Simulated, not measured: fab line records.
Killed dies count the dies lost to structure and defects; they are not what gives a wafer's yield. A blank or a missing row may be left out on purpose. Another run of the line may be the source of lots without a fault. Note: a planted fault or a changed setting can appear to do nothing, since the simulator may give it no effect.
What tool caused it? | flow gf180mcu | 13 lots with 39 wafers sampled at 5 steps, on a route of 602 steps

## WHAT EACH GAUGE READ, for each wafer
GF_M5_OVL_MEAS_08. Usual: M5_OVL 6 nm, standard deviation 5.9.
lot  | measured     | on         | M5_OVL (nm) | flag
L479 | day 26 18:49 | overlay-01 | -4 -9 -5    |
L480 | day 27 02:48 | overlay-02 | 11 5 10     |
L481 | day 27 07:33 | overlay-02 | -2 9 4      |
L482 | day 27 15:04 | overlay-01 | 1 2 -11     |
L483 | day 28 05:11 | overlay-02 | 7 7 10      |
L484 | day 28 20:06 | overlay-02 | 8 7 5       |
L486 | day 29 17:55 | overlay-02 | 18 20 20    |
L488 | day 30 08:44 | overlay-01 | 10 4 14     |
L492 | day 31 02:24 | overlay-02 | 5 12 -2     |
L493 | day 31 03:35 | overlay-01 | 7 10 -5     |
L496 | day 31 20:13 | overlay-02 | 3 -7 3      |
L497 | day 32 00:41 | overlay-01 | 5 8 11      |
L498 | day 32 06:10 | overlay-01 | 6 4 6       |

GF_PASSIVATION_THK_MEAS_01. Usual: PASSIVATION_CVD_00_THK 1005 nm, standard deviation 16.
lot  | measured     | on            | PASSIVATION_CVD_00_THK (nm) | flag
L479 | day 28 13:31 | film_metro-03 | 1038 1041 1022              |
L480 | day 28 21:52 | film_metro-01 | 1017 1003 989               |
L481 | day 29 02:19 | film_metro-03 | 1019 1010 1025              |
L482 | day 29 10:12 | film_metro-01 | 988 1004 1018               |
L483 | day 29 23:44 | film_metro-03 | 986 1012 1015               |
L484 | day 30 12:38 | film_metro-04 | 1000 1024 1014              |
L486 | day 31 10:00 | film_metro-03 | 992 1010 1000               |
L488 | day 32 00:38 | film_metro-04 | 1022 1003 1018              |
L492 | day 32 17:23 | film_metro-03 | 998 1013 1023               |
L493 | day 32 18:28 | film_metro-04 | 1017 997 1010               |
L496 | day 33 09:21 | film_metro-04 | 998 1007 990                |
L497 | day 33 12:59 | film_metro-04 | 1018 981 1019               |
L498 | day 33 19:10 | film_metro-03 | 990 1028 1032               |

GF_PASSIVATION_THK_MEAS_03. Usual: PASSIVATION_CVD_02_THK 698 nm, standard deviation 10.
lot  | measured     | on            | PASSIVATION_CVD_02_THK (nm) | flag
L479 | day 28 13:52 | film_metro-03 | 683 697 692                 |
L480 | day 28 22:15 | film_metro-04 | 691 707 708                 |
L481 | day 29 02:40 | film_metro-01 | 710 700 715                 |
L482 | day 29 10:33 | film_metro-04 | 691 702 689                 |
L483 | day 30 00:05 | film_metro-03 | 699 686 705                 |
L484 | day 30 12:59 | film_metro-04 | 682 690 716                 |
L486 | day 31 10:21 | film_metro-03 | 693 678 714                 |
L488 | day 32 00:59 | film_metro-04 | 694 701 702                 |
L492 | day 32 17:44 | film_metro-01 | 502 521 513                 | OFF
L493 | day 32 18:48 | film_metro-03 | 500 485 504                 | OFF
L496 | day 33 09:47 | film_metro-04 | 697 698 701                 |
L497 | day 33 13:20 | film_metro-03 | 709 688 714                 |
L498 | day 33 19:31 | film_metro-01 | 691 679 693                 |

GF_PASSIVATION_BOW_MEAS_14. Usual: PASSIVATION_BOW 135 um, standard deviation 11.
lot  | measured     | on            | PASSIVATION_BOW (um) | flag
L479 | day 29 10:25 | film_metro-01 | 130 133 140          |
L480 | day 29 18:52 | film_metro-01 | 137 138 141          |
L481 | day 29 22:50 | film_metro-01 | 147 155 146          |
L482 | day 30 06:00 | film_metro-04 | 126 137 135          |
L483 | day 30 19:47 | film_metro-01 | 133 132 130          |
L484 | day 31 08:31 | film_metro-04 | 145 147 148          |
L486 | day 32 05:10 | film_metro-01 | 144 138 144          |
L488 | day 32 20:16 | film_metro-04 | 130 113 118          |
L492 | day 33 11:28 | film_metro-03 | 122 120 124          |
L493 | day 33 12:22 | film_metro-03 | 113 109 110          |
L496 | day 34 03:14 | film_metro-04 | 116 122 118          |
L497 | day 34 06:31 | film_metro-04 | 132 130 132          |
L498 | day 34 12:07 | film_metro-03 | 138 138 136          |

## TOOL THAT RAN EACH LOT (tool first, then ch and the chambers of the sampled wafers, then the start)
lot  | GF_PASSIVATION_CVD_02
L479 | pecvd-02 ch 0,1,2, day 28 13:34
L480 | pecvd-02 ch 0,1, day 28 21:55
L481 | pecvd-04 ch 0,1, day 29 02:22
L482 | pecvd-02 ch 1,2, day 29 10:14
L483 | pecvd-02 ch 1,2, day 29 23:47
L484 | pecvd-04 ch 0,1, day 30 12:41
L486 | pecvd-03 ch 0,1, day 31 10:04
L488 | pecvd-02 ch 0,1, day 32 00:42
L492 | pecvd-04 ch 0,2, day 32 17:26
L493 | pecvd-04 ch 1,2, day 32 18:31
L496 | pecvd-02 ch 1,2, day 33 09:25
L497 | pecvd-02 ch 0,1, day 33 13:02
L498 | pecvd-03 ch 0,1, day 33 19:13
- GF_PASSIVATION_CVD_02: deposits Si3N4, target thk 700 nm, time 486.18 s.

## AS READ BY THE TOOLS THEMSELVES (means over the sampled wafers that have a number; for cases with no such wafer, the mark the record gives instead)
GF_PASSIVATION_CVD_02. Usual: heater_power_w at 657 W, with a standard deviation of 130.
lot  | tool     | heater_power_w (W) | flag
L479 | pecvd-02 | 699                |
L480 | pecvd-02 | 733                |
L481 | pecvd-04 | 497                |
L482 | pecvd-02 | 731                |
L483 | pecvd-02 | 701                |
L484 | pecvd-04 | 519                |
L486 | pecvd-03 | 597                |
L488 | pecvd-02 | 697                |
L492 | pecvd-04 | 618                |
L493 | pecvd-04 | 575                |
L496 | pecvd-02 | 668                |
L497 | pecvd-02 | 716                |
L498 | pecvd-03 | 614                |

## THE ANSWER, worked out from the rows above alone
Rule: take the mean of a lot's wafers that have a number; if it is more than 3 standard deviations from the usual mean, the lot is off. Also off: a lot with no number at a reading for which 4 or more lots have one. The other lots that the step has rows for count as sound. The gauges are gone through in route order, then the tools' own readings, and for those a lot's mean is taken as printed above. The first step at which some lot is off is used, and at that step the reading that is off furthest; a lot without a number counts as furthest.
Off: L492, L493, seen at GF_PASSIVATION_THK_MEAS_03 (PASSIVATION_CVD_02_THK).
If a tool, at a process step before that reading, ran all the lots that are off and no sound lot after the first of them, it fits. The gauges at GF_PASSIVATION_THK_MEAS_03 are tried like those tools. One fits: GF_PASSIVATION_CVD_02 on pecvd-04. A fault onset in the window from L484 (day 30 12:41, its last sound lot) to L492 (day 32 17:26, its first lot off) fits.

## WHAT THE SIMULATOR HAD INSERTED
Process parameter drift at GF_PASSIVATION_CVD_02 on pecvd-04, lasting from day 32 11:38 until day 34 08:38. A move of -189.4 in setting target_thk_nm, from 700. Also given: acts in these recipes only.
Lots struck among those shown: L492, L493. Same finding as the rule above.
